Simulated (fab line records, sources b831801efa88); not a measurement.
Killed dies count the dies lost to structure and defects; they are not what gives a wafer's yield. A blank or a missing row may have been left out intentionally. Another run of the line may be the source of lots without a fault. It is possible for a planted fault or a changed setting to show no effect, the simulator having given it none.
fab line records    flow sky130    part 1 of 2: steps 1 to 34 of 47
record lots=5  wafers=15  last_day=50
route steps=708 shown NWELL@74 PWDE@84 VT_ADJUST_HVTP@85 VT_ADJUST_LVTN@97 VT_ADJUST_NCORE@119
lots with no fault: from the same line, run without faults
start_h: hours from the record's first day to the start of the lot's first wafer shown    wait_h: hours elapsed since this lot's preceding step    " identical to the entry in the row above    L1.1+2: a row that stands for several wafers    - no value, or no start was given    * or withheld: withheld    < > ~ a bound
route shown NAME@n: a module of which the file shows steps, and the number in the route of the first    usual: average and standard deviation across the fault-free wafers    same: alike in all rows    chamber/n: place in a boat    sites: readings site by site    _std_site: standard deviation of those values    _edge_site: mean of outer sites minus mean of inner sites    radius_mm: for every site, how far away it sits from the centre of the wafer    mask NAME#n: copy n    behind: tool/chamber where the wafer was last shaped    hold: cause of the lot's hold/its duration in hours/its outcome    device: whichever transistor did not switch (one of n, p or np)    end of line: the route-end tests of the same wafers    a step with no rows: only its recipe    killed: not the wafer's yield, but the dies lost to structure and defects at the first sort    map: the dies of a wafer, with x for killed, . for not killed, _ for no die there
set.NAME: setting as actually run; set.NAME@STEP: the setting as run at that earlier step    model.NAME: the simulator's own value behind a step, which no gauge read
certain route steps with their lots: each step a table, each wafer a row
services: from which hour (start_h, from the record's first day; less than 0 if before it) a tool's chamber was out of use, for how many hours, and why
## steps
# step SKY_NWELL_PEB_21
# recipe temp_c=115  time_s=withheld
lot.wafer   tool            chamber  start_h  wait_h
L077.3+5+6  litho_track-04  0        -        -
L080.2+5+6  litho_track-02  0        -        -
L082.3+5+6  litho_track-02  0        -        -
L087.2+4+5  litho_track-01  0        -        -
L096.1+3+6  litho_track-02  0        -        -
# step SKY_NWELL_DEVELOP_22
# recipe wall_angle_deg=90  developer=TMAH  develop_time_s=60  dev_temp_c=23
lot.wafer   tool            chamber  start_h  wait_h
L077.3+5+6  litho_track-04  0        -        -
L080.2+5+6  litho_track-02  0        -        -
L082.3+5+6  litho_track-02  0        -        -
L087.2+4+5  litho_track-01  0        -        -
L096.1+3+6  litho_track-02  0        -        -
# step SKY_NWELL_OVL_MEAS_23
# usual NWELL_01_OVL=0.8/1.2
lot.wafer  tool        chamber  start_h  wait_h  NWELL_01_OVL[nm]
L077.3     overlay-02  -        122.70   -       -0.5
L077.5     "           -        "        "       -0.8
L077.6     "           -        "        "       -0.5
L080.2     overlay-01  -        140.92   -       3.1
L080.5     "           -        "        "       2.1
L080.6     "           -        "        "       2.3
L082.3     overlay-02  -        151.87   -       0.1
L082.5     "           -        "        "       -1.5
L082.6     "           -        "        "       -0.1
L087.2     overlay-01  -        182.88   -       1.1
L087.4     "           -        "        "       -2.0
L087.5     "           -        "        "       1.1
L096.1     overlay-02  -        237.51   -       1.7
L096.3     "           -        "        "       0.9
L096.6     "           -        "        "       1.0
# step SKY_NWELL_IMPLANT_24
# recipe species=B  energy_kev=140  dose_cm2=9.2e+12  tilt_deg=withheld
lot.wafer   tool          chamber  start_h  wait_h
L077.3+5+6  implanter-02  0        122.77   0.1
L080.2+5+6  implanter-01  0        140.97   0.0
L082.3+5+6  implanter-02  0        151.95   0.1
L087.2+4+5  implanter-01  0        182.94   0.0
L096.1+3+6  implanter-01  0        237.55   0.0
# step SKY_NWELL_STRIP_25
# recipe chemistry=O2/N2  power_w=1400  pressure_mtorr=1500  platen_temp_c=withheld  o2_flow_sccm=3000  n2_flow_sccm=300  overash_fraction=0.5
# usual drypump_motor_current_A=5.5/0.63  oes_product_au=0.722/0.0047  strip_time_to_endpoint_s=36.88/0.098
lot.wafer  tool             chamber  start_h  wait_h  drypump_motor_current_A  oes_product_au  rf_hours_counter_h  strip_time_to_endpoint_s
L077.3     plasma_asher-02  0        122.91   0.1     5.0                      0.719           -                   36.75
L077.5     "                0        "        "       5.0                      0.725           -                   36.67
L077.6     "                1        "        "       6.1                      0.718           -                   36.71
L080.2     plasma_asher-01  1        141.10   0.1     4.8                      0.720           33                  36.94
L080.5     "                0        "        "       5.3                      0.719           -                   36.96
L080.6     "                1        "        "       4.9                      0.727           -                   37.02
L082.3     plasma_asher-02  1        152.08   0.1     6.1                      0.722           -                   36.80
L082.5     "                1        "        "       6.1                      0.720           -                   36.94
L082.6     "                0        "        "       5.0                      0.717           -                   36.93
L087.2     plasma_asher-01  1        183.06   0.1     4.9                      0.732           37                  36.83
L087.4     "                0        "        "       5.2                      0.716           -                   36.78
L087.5     "                0        "        "       5.2                      0.724           -                   36.87
L096.1     plasma_asher-01  1        237.70   0.1     4.8                      0.724           42                  36.85
L096.3     "                0        "        "       5.2                      0.715           -                   36.91
L096.6     "                0        "        "       5.2                      0.723           -                   36.90
# step SKY_NWELL_TW_MEAS_26
# usual NWELL_2_TW=493/3.3
lot.wafer  tool           chamber  start_h  wait_h  NWELL_2_TW
L077.3     film_metro-04  -        122.99   0.1     495
L077.5     "              -        "        "       496
L077.6     "              -        "        "       495
L080.2     film_metro-04  -        141.21   0.1     495
L080.5     "              -        "        "       498
L080.6     "              -        "        "       500
L082.3     film_metro-02  -        152.17   0.1     494
L082.5     "              -        "        "       494
L082.6     "              -        "        "       492
L087.2     film_metro-03  -        183.17   0.1     495
L087.4     "              -        "        "       492
L087.5     "              -        "        "       492
L096.1     film_metro-03  -        237.80   0.1     490
L096.3     "              -        "        "       492
L096.6     "              -        "        "       490
# step SKY_NWELL_CLEAN_27
# recipe chemistry=SC1/SC2  mix=1:4:20  temp_c=70  time_s=153.6  dry=n2_spin
# usual bath_guard_temp_C=70.2/0.6
lot.wafer  tool          chamber  start_h  wait_h  bath_guard_temp_C
L077.3     wet_bench-04  2        123.03   0.0     69.8
L077.5     "             2        "        "       70.1
L077.6     "             2        "        "       70.1
L080.2     wet_bench-04  3        141.26   0.0     70.7
L080.5     "             3        "        "       70.6
L080.6     "             3        "        "       71.1
L082.3     wet_bench-02  1        152.21   0.0     71.5
L082.5     "             1        "        "       71.6
L082.6     "             1        "        "       71.6
L087.2     wet_bench-04  0        183.22   0.0     70.5
L087.4     "             0        "        "       70.8
L087.5     "             0        "        "       71.1
L096.1     wet_bench-02  3        237.86   0.1     70.4
L096.3     "             3        "        "       70.0
L096.6     "             3        "        "       69.6
# step SKY_NWELL_RTA_28
# recipe temp_c=1050  time_s=30  idle_temp_c=650  ramp_up_c_per_s=150  ramp_down_c_per_s=90  ambient=N2
# usual lamp_power_pct=25.30/0.051  wafer_temp_C_max=1054.8/0.97
lot.wafer  tool           chamber  start_h  wait_h  lamp_power_pct  wafer_temp_C_max
L077.3     rtp_anneal-01  0        123.12   0.0     25.28           1054.5
L077.5     "              0        "        "       25.32           1056.2
L077.6     "              0        "        "       25.25           1053.9
L080.2     rtp_anneal-01  0        141.32   0.0     25.30           1057.5
L080.5     "              0        "        "       25.36           1055.4
L080.6     "              0        "        "       25.19           1055.4
L082.3     rtp_anneal-01  0        152.29   0.0     25.37           1053.9
L082.5     "              0        "        "       25.30           1054.0
L082.6     "              0        "        "       25.25           1055.0
L087.2     rtp_anneal-02  0        183.29   0.0     25.30           1053.8
L087.4     "              0        "        "       25.31           1053.6
L087.5     "              0        "        "       25.27           1054.6
L096.1     rtp_anneal-01  0        237.91   0.0     25.26           1054.6
L096.3     "              0        "        "       25.32           1055.4
L096.6     "              0        "        "       25.32           1054.0
# step SKY_NWELL_RS_MEAS_29
# recipe thk_meas_gauge=four-point-probe
# usual NWELL_RS=628.1/1.6
lot.wafer  tool           chamber  start_h  wait_h  NWELL_RS[ohm/sq]
L077.3     film_metro-03  -        123.23   0.1     629.2
L077.5     "              -        "        "       626.4
L077.6     "              -        "        "       626.3
L080.2     film_metro-02  -        141.43   0.1     627.3
L080.5     "              -        "        "       627.7
L080.6     "              -        "        "       629.1
L082.3     film_metro-03  -        152.40   0.1     628.1
L082.5     "              -        "        "       628.6
L082.6     "              -        "        "       629.1
L087.2     film_metro-04  -        183.39   0.1     626.5
L087.4     "              -        "        "       624.2
L087.5     "              -        "        "       625.8
L096.1     film_metro-03  -        238.01   0.1     626.9
L096.3     "              -        "        "       628.5
L096.6     "              -        "        "       626.1
# step SKY_NWELL_RS_MEAS_31
# recipe thk_meas_gauge=four-point-probe
# usual PWDE_RS=5280/17
lot.wafer  tool           chamber  start_h  wait_h  PWDE_RS[ohm/sq]
L077.3     film_metro-03  -        123.47   0.1     5288
L077.5     "              -        "        "       5262
L077.6     "              -        "        "       5299
L080.2     film_metro-02  -        141.67   0.1     5275
L080.5     "              -        "        "       5267
L080.6     "              -        "        "       5282
L082.3     film_metro-03  -        152.64   0.1     5301
L082.5     "              -        "        "       5301
L082.6     "              -        "        "       5300
L087.2     film_metro-04  -        183.63   0.1     5309
L087.4     "              -        "        "       5301
L087.5     "              -        "        "       5309
L096.1     film_metro-03  -        238.25   0.1     5292
L096.3     "              -        "        "       5270
L096.6     "              -        "        "       5262
# step SKY_VT_ADJUST_HVTP_DEHYDRATE_00
# recipe temp_c=200  time_s=60
lot.wafer   tool            chamber  start_h  wait_h
L077.3+5+6  litho_track-03  0        132.44   9.0
L080.2+5+6  litho_track-03  0        150.67   9.0
L082.3+5+6  litho_track-03  0        162.39   9.7
L087.2+4+5  litho_track-04  0        193.26   9.6
L096.1+3+6  litho_track-01  0        249.98   11.7
# step SKY_VT_ADJUST_HVTP_HMDS_01
# recipe prime_time_s=60  prime_temp_c=120
lot.wafer   tool            chamber  start_h  wait_h
L077.3+5+6  litho_track-03  0        132.59   0.1
L080.2+5+6  litho_track-03  0        150.82   0.1
L082.3+5+6  litho_track-03  0        162.54   0.1
L087.2+4+5  litho_track-04  0        193.41   0.1
L096.1+3+6  litho_track-01  0        250.13   0.1
# step SKY_VT_ADJUST_HVTP_COAT_02
# recipe resist=NOVOLAK  spin_rpm=3000  resist_thk_nm=1140
lot.wafer   tool            chamber  start_h  wait_h
L077.3+5+6  litho_track-03  0        132.74   0.1
L080.2+5+6  litho_track-03  0        150.97   0.1
L082.3+5+6  litho_track-03  0        162.69   0.1
L087.2+4+5  litho_track-04  0        193.56   0.1
L096.1+3+6  litho_track-01  0        250.28   0.1
# step SKY_VT_ADJUST_HVTP_SOFTBAKE_03
# recipe temp_c=90  time_s=60  resist=NOVOLAK
lot.wafer   tool            chamber  start_h  wait_h
L077.3+5+6  litho_track-03  0        132.89   0.1
L080.2+5+6  litho_track-03  0        151.12   0.1
L082.3+5+6  litho_track-03  0        162.84   0.1
L087.2+4+5  litho_track-04  0        193.71   0.1
L096.1+3+6  litho_track-01  0        250.43   0.1
# step SKY_VT_ADJUST_HVTP_EXPOSE_04
# recipe mask_id=HVTPM  na=0.6  source_shape=conventional  sigma_outer=0.6  polarization=unpolarized  target_cd_nm=380  dose_mj=140
lot.wafer   tool              chamber  start_h  wait_h  mask
L077.3+5+6  iline_stepper-01  0        -        -       HVTPM#0
L080.2+5+6  iline_stepper-01  0        -        -       HVTPM#0
L082.3+5+6  iline_stepper-01  0        -        -       HVTPM#0
L087.2+4+5  iline_stepper-02  0        -        -       HVTPM#0
L096.1+3+6  iline_stepper-02  0        -        -       HVTPM#0
# step SKY_VT_ADJUST_HVTP_PEB_05
# recipe temp_c=withheld  time_s=*  resist=NOVOLAK
lot.wafer   tool            chamber  start_h  wait_h
L077.3+5+6  litho_track-01  0        -        -
L080.2+5+6  litho_track-03  0        -        -
L082.3+5+6  litho_track-03  0        -        -
L087.2+4+5  litho_track-03  0        -        -
L096.1+3+6  litho_track-01  0        -        -
# step SKY_VT_ADJUST_HVTP_DEVELOP_06
# recipe resist=NOVOLAK  developer=TMAH  develop_time_s=60  dev_temp_c=23
lot.wafer   tool            chamber  start_h  wait_h
L077.3+5+6  litho_track-01  0        142.58   0.1
L080.2+5+6  litho_track-03  0        160.77   0.1
L082.3+5+6  litho_track-03  0        172.99   0.1
L087.2+4+5  litho_track-03  0        204.32   0.1
L096.1+3+6  litho_track-01  0        261.98   0.1
# step SKY_VT_ADJUST_HVTP_CD_MEAS_07
# recipe target_cd_nm=380
# usual cd_nm=380.0/2.6
lot.wafer  tool       chamber  start_h  wait_h  cd_nm
L077.3     cd_sem-01  -        142.72   0.1     373.0
L077.5     "          -        "        "       378.5
L077.6     "          -        "        "       376.9
L080.2     cd_sem-01  -        160.91   0.1     379.3
L080.5     "          -        "        "       377.8
L080.6     "          -        "        "       379.9
L082.3     cd_sem-01  -        173.13   0.1     378.8
L082.5     "          -        "        "       382.9
L082.6     "          -        "        "       378.6
L087.2     cd_sem-02  -        204.46   0.1     380.6
L087.4     "          -        "        "       381.4
L087.5     "          -        "        "       381.5
L096.1     cd_sem-01  -        262.13   0.1     379.8
L096.3     "          -        "        "       380.9
L096.6     "          -        "        "       378.0
# step SKY_VT_ADJUST_HVTP_OVL_MEAS_08
# usual VT_ADJUST_HVTP_OVL=-0.3/1.3
lot.wafer  tool        chamber  start_h  wait_h  VT_ADJUST_HVTP_OVL[nm]
L077.3     overlay-01  -        142.81   0.1     0.2
L077.5     "           -        "        "       -1.2
L077.6     "           -        "        "       -0.4
L080.2     overlay-02  -        161.02   0.1     0.0
L080.5     "           -        "        "       -1.3
L080.6     "           -        "        "       -0.9
L082.3     overlay-02  -        173.22   0.1     0.4
L082.5     "           -        "        "       1.1
L082.6     "           -        "        "       0.7
L087.2     overlay-01  -        204.57   0.1     0.3
L087.4     "           -        "        "       -0.8
L087.5     "           -        "        "       -1.1
L096.1     overlay-01  -        262.25   0.1     -0.7
L096.3     "           -        "        "       -1.0
L096.6     "           -        "        "       0.3
# step SKY_VT_ADJUST_HVTP_IMPLANT_09
# recipe species=As  energy_kev=150  dose_cm2=4.3e+12  tilt_deg=withheld
lot.wafer   tool          chamber  start_h  wait_h
L077.3+5+6  implanter-03  0        142.89   0.1
L080.2+5+6  implanter-03  0        161.07   0.0
L082.3+5+6  implanter-02  0        173.30   0.1
L087.2+4+5  implanter-03  0        204.62   0.0
L096.1+3+6  implanter-02  0        262.28   0.0
# step SKY_VT_ADJUST_HVTP_STRIP_10
# recipe chemistry=O2/N2  power_w=1400  pressure_mtorr=1500  platen_temp_c=withheld  o2_flow_sccm=3000  n2_flow_sccm=300  overash_fraction=0.5
# usual drypump_motor_current_A=5.7/0.55  oes_product_au=0.716/0.0046  strip_time_to_endpoint_s=14.19/0.045
lot.wafer  tool             chamber  start_h  wait_h  drypump_motor_current_A  oes_product_au  rf_hours_counter_h  strip_time_to_endpoint_s
L077.3     plasma_asher-04  1        143.02   0.1     5.8                      0.712           -                   14.25
L077.5     "                0        "        "       6.6                      0.722           -                   14.25
L077.6     "                1        "        "       5.8                      0.721           -                   14.23
L080.2     plasma_asher-04  1        161.20   0.1     5.8                      0.716           3                   14.20
L080.5     "                0        "        "       6.6                      0.712           -                   14.23
L080.6     "                1        "        "       5.8                      0.717           -                   14.22
L082.3     plasma_asher-04  1        173.43   0.1     5.8                      0.718           -                   14.23
L082.5     "                0        "        "       6.7                      0.718           -                   14.20
L082.6     "                1        "        "       5.8                      0.718           -                   14.23
L087.2     plasma_asher-02  1        204.75   0.1     6.1                      0.710           53                  14.15
L087.4     "                0        "        "       4.9                      0.718           -                   14.18
L087.5     "                1        "        "       6.1                      0.707           -                   14.19
L096.1     plasma_asher-02  0        262.43   0.1     5.0                      0.712           59                  14.18
L096.3     "                0        "        "       5.0                      0.721           -                   14.17
L096.6     "                1        "        "       6.1                      0.715           -                   14.19
# step SKY_VT_ADJUST_HVTP_TW_MEAS_11
# usual VT_ADJUST_HVTP_TW=1351/11
lot.wafer  tool           chamber  start_h  wait_h  VT_ADJUST_HVTP_TW
L077.3     film_metro-04  -        143.11   0.1     1370
L077.5     "              -        "        "       1363
L077.6     "              -        "        "       1365
L080.2     film_metro-04  -        161.31   0.1     1356
L080.5     "              -        "        "       1348
L080.6     "              -        "        "       1349
L082.3     film_metro-02  -        173.52   0.1     1345
L082.5     "              -        "        "       1349
L082.6     "              -        "        "       1351
L087.2     film_metro-02  -        204.86   0.1     1343
L087.4     "              -        "        "       1344
L087.5     "              -        "        "       1343
L096.1     film_metro-04  -        262.53   0.1     1360
L096.3     "              -        "        "       1350
L096.6     "              -        "        "       1353
# step SKY_VT_ADJUST_LVTN_DEHYDRATE_00
# recipe temp_c=200  time_s=60
lot.wafer   tool            chamber  start_h  wait_h
L077.3+5+6  litho_track-02  0        151.91   8.8
L080.2+5+6  litho_track-03  0        170.32   9.0
L082.3+5+6  litho_track-04  0        183.39   9.9
L087.2+4+5  litho_track-04  0        215.16   10.3
L096.1+3+6  litho_track-03  0        274.34   11.8
# step SKY_VT_ADJUST_LVTN_HMDS_01
# recipe prime_time_s=60  prime_temp_c=120
lot.wafer   tool            chamber  start_h  wait_h
L077.3+5+6  litho_track-02  0        152.06   0.1
L080.2+5+6  litho_track-03  0        170.47   0.1
L082.3+5+6  litho_track-04  0        183.54   0.1
L087.2+4+5  litho_track-04  0        215.31   0.1
L096.1+3+6  litho_track-03  0        274.49   0.1
# step SKY_VT_ADJUST_LVTN_COAT_02
# recipe spin_rpm=2000  resist_thk_nm=3000
lot.wafer   tool            chamber  start_h  wait_h
L077.3+5+6  litho_track-02  0        152.21   0.1
L080.2+5+6  litho_track-03  0        170.62   0.1
L082.3+5+6  litho_track-04  0        183.69   0.1
L087.2+4+5  litho_track-04  0        215.46   0.1
L096.1+3+6  litho_track-03  0        274.64   0.1
# step SKY_VT_ADJUST_LVTN_SOFTBAKE_03
# recipe temp_c=110  time_s=withheld
lot.wafer   tool            chamber  start_h  wait_h
L077.3+5+6  litho_track-02  0        152.38   0.1
L080.2+5+6  litho_track-03  0        170.77   0.1
L082.3+5+6  litho_track-04  0        183.85   0.1
L087.2+4+5  litho_track-04  0        215.62   0.1
L096.1+3+6  litho_track-03  0        274.79   0.1
# step SKY_VT_ADJUST_LVTN_EXPOSE_04
# recipe mask_id=NWM_COMPLEMENT_LESS_NATIVE  na=0.6  source_shape=conventional  sigma_outer=0.6  polarization=unpolarized  target_cd_nm=840  dose_mj=194
lot.wafer   tool              chamber  start_h  wait_h  mask
L077.3+5+6  iline_stepper-02  0        -        -       NWM_COMPLEMENT_LESS_NATIVE#0
L080.2+5+6  iline_stepper-02  0        -        -       NWM_COMPLEMENT_LESS_NATIVE#0
L082.3+5+6  iline_stepper-01  0        -        -       NWM_COMPLEMENT_LESS_NATIVE#0
L087.2+4+5  iline_stepper-02  0        -        -       NWM_COMPLEMENT_LESS_NATIVE#0
L096.1+3+6  iline_stepper-01  0        -        -       NWM_COMPLEMENT_LESS_NATIVE#0
# step SKY_VT_ADJUST_LVTN_PEB_05
# recipe temp_c=115  time_s=withheld
lot.wafer   tool            chamber  start_h  wait_h
L077.3+5+6  litho_track-04  0        -        -
L080.2+5+6  litho_track-02  0        -        -
L082.3+5+6  litho_track-04  0        -        -
L087.2+4+5  litho_track-02  0        -        -
L096.1+3+6  litho_track-04  0        -        -
# step SKY_VT_ADJUST_LVTN_DEVELOP_06
# recipe wall_angle_deg=90  developer=TMAH  develop_time_s=60  dev_temp_c=23
lot.wafer   tool            chamber  start_h  wait_h
L077.3+5+6  litho_track-04  0        -        -
L080.2+5+6  litho_track-02  0        -        -
L082.3+5+6  litho_track-04  0        -        -
L087.2+4+5  litho_track-02  0        -        -
L096.1+3+6  litho_track-04  0        -        -
# step SKY_VT_ADJUST_LVTN_OVL_MEAS_07
# usual VT_ADJUST_LVTN_OVL=1.2/1.4
lot.wafer  tool        chamber  start_h  wait_h  VT_ADJUST_LVTN_OVL[nm]
L077.3     overlay-02  -        162.60   -       1.6
L077.5     "           -        "        "       -1.2
L077.6     "           -        "        "       0.6
L080.2     overlay-01  -        180.57   -       1.9
L080.5     "           -        "        "       0.7
L080.6     "           -        "        "       -0.6
L082.3     overlay-02  -        194.20   -       4.2
L082.5     "           -        "        "       2.5
L082.6     "           -        "        "       1.0
L087.2     overlay-02  -        226.82   -       2.9
L087.4     "           -        "        "       1.7
L087.5     "           -        "        "       3.5
L096.1     overlay-02  -        286.74   -       1.4
L096.3     "           -        "        "       1.7
L096.6     "           -        "        "       0.4
# step SKY_VT_ADJUST_LVTN_IMPLANT_08
# recipe species=B  energy_kev=30  dose_cm2=1.57e+12  tilt_deg=withheld
lot.wafer   tool          chamber  start_h  wait_h
L077.3+5+6  implanter-03  0        162.67   0.1
L080.2+5+6  implanter-01  0        180.62   0.0
L082.3+5+6  implanter-04  0        194.27   0.1
L087.2+4+5  implanter-03  0        226.87   0.0
L096.1+3+6  implanter-03  0        286.77   0.0
# step SKY_VT_ADJUST_LVTN_STRIP_09
# recipe chemistry=O2/N2  power_w=1400  pressure_mtorr=1500  platen_temp_c=withheld  o2_flow_sccm=3000  n2_flow_sccm=300  overash_fraction=0.5
# usual drypump_motor_current_A=5.4/0.41  oes_product_au=0.723/0.004  strip_time_to_endpoint_s=36.88/0.1
lot.wafer  tool             chamber  start_h  wait_h  drypump_motor_current_A  oes_product_au  rf_hours_counter_h  strip_time_to_endpoint_s
L077.3     plasma_asher-02  0        162.81   0.1     4.9                      0.715           -                   37.03
L077.5     "                0        "        "       4.9                      0.718           -                   37.01
L077.6     "                1        "        "       6.1                      0.718           -                   36.97
L080.2     plasma_asher-02  0        180.75   0.1     4.9                      0.723           51                  36.84
L080.5     "                0        "        "       4.9                      0.720           -                   36.80
L080.6     "                1        "        "       6.1                      0.724           -                   36.81
L082.3     plasma_asher-03  1        194.41   0.1     5.4                      0.722           -                   36.82
L082.5     "                0        "        "       5.5                      0.725           -                   36.85
L082.6     "                1        "        "       5.4                      0.720           -                   36.80
L087.2     plasma_asher-01  0        227.00   0.1     5.2                      0.726           41                  36.78
L087.4     "                1        "        "       4.8                      0.721           -                   36.87
L087.5     "                0        "        "       5.2                      0.715           -                   36.82
L096.1     plasma_asher-02  0        286.92   0.1     5.0                      0.726           62                  36.94
L096.3     "                0        "        "       5.0                      0.718           -                   36.96
L096.6     "                1        "        "       6.1                      0.715           -                   37.03
# step SKY_VT_ADJUST_LVTN_TW_MEAS_10
# usual VT_ADJUST_LVTN_TW=241.3/1.6
lot.wafer  tool           chamber  start_h  wait_h  VT_ADJUST_LVTN_TW
L077.3     film_metro-01  -        162.89   0.1     242.1
L077.5     "              -        "        "       244.2
L077.6     "              -        "        "       241.6
L080.2     film_metro-01  -        180.86   0.1     241.8
L080.5     "              -        "        "       242.2
L080.6     "              -        "        "       242.8
L082.3     film_metro-04  -        194.49   0.1     241.8
L082.5     "              -        "        "       241.4
L082.6     "              -        "        "       242.8
L087.2     film_metro-01  -        227.11   0.1     242.9
L087.4     "              -        "        "       242.1
L087.5     "              -        "        "       242.1
L096.1     film_metro-04  -        287.02   0.1     240.7
L096.3     "              -        "        "       240.6
L096.6     "              -        "        "       241.7
# step SKY_VT_ADJUST_LVTN_DEHYDRATE_11
# recipe temp_c=200  time_s=60
lot.wafer   tool            chamber  start_h  wait_h
L077.3+5+6  litho_track-04  0        171.99   9.1
L080.2+5+6  litho_track-02  0        189.88   9.0
L082.3+5+6  litho_track-02  0        204.96   10.5
L087.2+4+5  litho_track-02  0        237.53   10.4
L096.1+3+6  litho_track-04  0        298.79   11.8
